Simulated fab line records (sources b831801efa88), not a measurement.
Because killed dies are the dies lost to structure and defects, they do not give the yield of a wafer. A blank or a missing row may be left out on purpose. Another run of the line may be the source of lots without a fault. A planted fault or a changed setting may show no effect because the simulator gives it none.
Which tool did it? ; flow gf180mcu ; 12 lots, 36 wafers sampled, at 1 step of a route of 602

== WHAT THE GAUGES READ, wafer by wafer ==
GF_V1_CD_MEAS_14: target cd 260 nm.
lot;measured;on;cd-nm (nm)
L075;day 18 18:51;cd-sem-02;261.2 262.2 261.8
L077;day 19 19:05;cd-sem-02;262.9 260.4 261.0
L079;day 20 01:04;cd-sem-01;259.0 259.0 258.0
L081;day 21 04:20;cd-sem-01;258.9 258.7 259.9
L083;day 21 15:00;cd-sem-01;258.8 260.1 260.2
L085;day 22 09:53;cd-sem-02;260.7 260.5 260.8
L088;day 23 03:20;cd-sem-02;257.1 257.5 257.0
L089;day 23 16:32;cd-sem-02;258.7 257.4 257.6
L091;day 24 09:53;cd-sem-01;259.6 259.9 259.0
L093;day 25 02:01;cd-sem-01;258.1 259.3 259.6
L095;day 25 11:04;cd-sem-02;260.1 261.2 261.7
L097;day 26 01:56;cd-sem-02;260.6 259.3 260.8

== WHICH TOOL RAN EACH LOT (tool, then ch and the chambers of the sampled wafers, then the start) ==
The record holds no process step before these readings.

== THE ANSWER, worked out from the rows above alone ==
Rule: the lots themselves supply what counts as usual. The widest of any qualifying gaps counts: lots, ordered by their means at a reading, are off when they make up no more than a third of the lots, leave a main group of 4 or more, and stand apart from it by 3 or more times the standard deviation of that group's means. The tables above print the reading to a certain number of digits; a main group whose means all agree to those digits is not used. A lot without any number at a reading at which 4 lots or more have one is off too. The other lots that the step has rows for count as sound.
Across all readings shown, no lot is off: no conclusion can be drawn from this.

== WHAT THE SIMULATOR HAD PUT IN ==
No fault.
